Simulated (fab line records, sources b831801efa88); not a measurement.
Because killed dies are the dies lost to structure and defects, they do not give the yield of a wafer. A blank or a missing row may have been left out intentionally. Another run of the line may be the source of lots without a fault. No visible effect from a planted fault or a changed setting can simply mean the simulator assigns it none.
The tool behind it: which one? | flow gf180mcu | 12 lots, 36 wafers sampled, at 4 steps of a route of 602

== WHAT EACH GAUGE READ, for each wafer ==
GF_V3_THK_MEAS_01.
lot  | measured     | on            | V3_CVD_00_THK (nm)
L075 | day 21 15:13 | film metro-03 | 600 602 601
L077 | day 22 18:26 | film metro-03 | 591 589 594
L079 | day 23 03:13 | film metro-02 | 610 602 605
L081 | day 23 23:12 | film metro-03 | 598 601 595
L083 | day 24 13:12 | film metro-03 | 608 609 599
L085 | day 25 05:04 | film metro-03 | 592 595 595
L087 | day 25 16:52 | film metro-01 | 589 589 587
L089 | day 26 14:08 | film metro-03 | 609 600 606
L091 | day 27 00:40 | film metro-03 | 607 602 611
L093 | day 27 20:50 | film metro-01 | 596 607 594
L095 | day 28 08:30 | film metro-03 | 604 612 611
L097 | day 29 00:37 | film metro-01 | 596 597 592

== WHAT TOOL EACH LOT RAN ON (gives the tool, then ch and the chambers of the sampled wafers, and finally the start) ==
lot  | GF_LVPWELL_STRIP_10                 | GF_M1_SPUTTER_04             | GF_V2_CMP_04
L075 | plasma asher-04 ch 0,1, day 4 01:55 | pvd sputter-02, day 16 09:29 | cmp-02 ch 0,3, day 19 12:52
L077 | plasma asher-01 ch 0,1, day 4 13:56 | pvd sputter-01, day 17 11:30 | cmp-01 ch 0,1,2, day 20 16:39
L079 | plasma asher-03 ch 0,1, day 4 23:50 | pvd sputter-02, day 17 19:37 | cmp-02 ch 2,3, day 21 00:18
L081 | plasma asher-01 ch 0,1, day 5 11:26 | pvd sputter-01, day 18 17:50 | cmp-01 ch 0,2,3, day 21 22:37
L083 | plasma asher-01 ch 0,1, day 5 22:43 | pvd sputter-02, day 19 09:53 | cmp-02 ch 0,1,2, day 22 13:53
L085 | plasma asher-03 ch 0,1, day 6 09:49 | pvd sputter-01, day 20 02:41 | cmp-02 ch 0,1, day 23 05:35
L087 | plasma asher-04 ch 0,1, day 6 20:59 | pvd sputter-01, day 20 17:40 | cmp-02 ch 0,2, day 23 18:32
L089 | plasma asher-03 ch 0,1, day 7 09:46 | pvd sputter-02, day 21 17:08 | cmp-01 ch 1,2,3, day 24 16:44
L091 | plasma asher-01 ch 1, day 7 19:43   | pvd sputter-03, day 22 03:44 | cmp-01 ch 0,3, day 25 03:35
L093 | plasma asher-03 ch 0,1, day 8 08:52 | pvd sputter-02, day 23 02:13 | cmp-02 ch 2,3, day 26 00:38
L095 | plasma asher-03 ch 0,1, day 8 18:34 | pvd sputter-01, day 23 17:00 | cmp-02 ch 1,2,3, day 26 13:53
L097 | plasma asher-03 ch 0,1, day 9 07:07 | pvd sputter-03, day 24 06:23 | cmp-01 ch 2,3, day 27 01:58
- GF_LVPWELL_STRIP_10: strips in O2/N2.
- GF_M1_SPUTTER_04: material TiN, target thk 50 nm, time 41.7 s.
- GF_V2_CMP_04: polishes SiO2.

== THE ANSWER, worked out from the rows above alone ==
Rule: usual is defined by the lots themselves. Put in order of their means at a reading, lots are off if they are a third of the lots or fewer, leave a main group of 4 or more, and stand apart from it by a gap of 3 or more times the standard deviation of the main group's means; of several such gaps the widest counts. A main group is skipped when, at the precision printed for the reading in the tables above, its means are all equal. Also off: a lot with no number at a reading for which 4 or more lots have one. The other lots that the step has rows for count as sound.
Nothing can be told from this: no lot is off at any reading shown.

== WHAT THE SIMULATOR PUT IN ==
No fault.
